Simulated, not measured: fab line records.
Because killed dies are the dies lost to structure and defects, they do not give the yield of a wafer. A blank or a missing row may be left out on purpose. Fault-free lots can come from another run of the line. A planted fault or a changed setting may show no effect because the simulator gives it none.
One fault seen from 2 desks | flow sky130 | every desk sees just its own numbers, and what lay behind them comes last

METROLOGY DESK
Means of the sampled wafers that have a number, per lot and without regard to the tool the lot ran on: this is what the gauges read. If a lot's mean is further than 4 standard deviations from the usual mean, the lot is out of limits and carries the mark OUT (the distance appears in the brackets).
Columns: A = LI_CONTACT_BOW at SKY_LI_CONTACT_BOW_MEAS_03, usual 55 um; B = cd-nm at SKY_LI_CONTACT_CD_MEAS_12, usual 170.1 nm; C = LI_CONTACT_OVL at SKY_LI_CONTACT_OVL_MEAS_13, usual -3 nm
lot  | first seen here | A  | B     | C
L668 | day 29 08:46    | 57 | 168.5 | -3
L669 | day 30 17:10    | 54 | 170.4 | 4
L678 | day 32 19:04    | 59 | 170.0 | -7
L679 | day 33 21:40    | 55 | 170.7 | -4
L680 | day 33 21:59    | 61 | 169.1 | 3
L685 | day 34 19:25    | 56 | 171.6 | -4
Finding of this desk: none of the 6 lots has anything out of limits.

DESK OF THE TOOL OWNER: rie-diel-01
The tool's own readings at SKY_LI_CONTACT_ETCH_15 (etches PSG in C4F8/O2/Ar, stops on Si, target depth 600 nm): means of the sampled wafers that have a number, for each lot that ran on this tool. If a lot's mean is further than 4 standard deviations from the usual mean, the lot is out of limits and carries the mark OUT (the distance appears in the brackets).
Columns: A = oes-product-au at SKY_LI_CONTACT_ETCH_15, usual 0.837 a.u.
lot  | first seen here | A
L669 | day 31 20:35    | 0.833
L678 | day 33 21:26    | 0.834
L679 | day 35 00:56    | 0.836
Finding of this desk: none of the 3 lots has anything out of limits.

BROUGHT TOGETHER
From the metrology desk's view, nothing was out of limits.
The desk of the tool owner found nothing out of limits.

WHAT THE SIMULATOR HAD PUT IN
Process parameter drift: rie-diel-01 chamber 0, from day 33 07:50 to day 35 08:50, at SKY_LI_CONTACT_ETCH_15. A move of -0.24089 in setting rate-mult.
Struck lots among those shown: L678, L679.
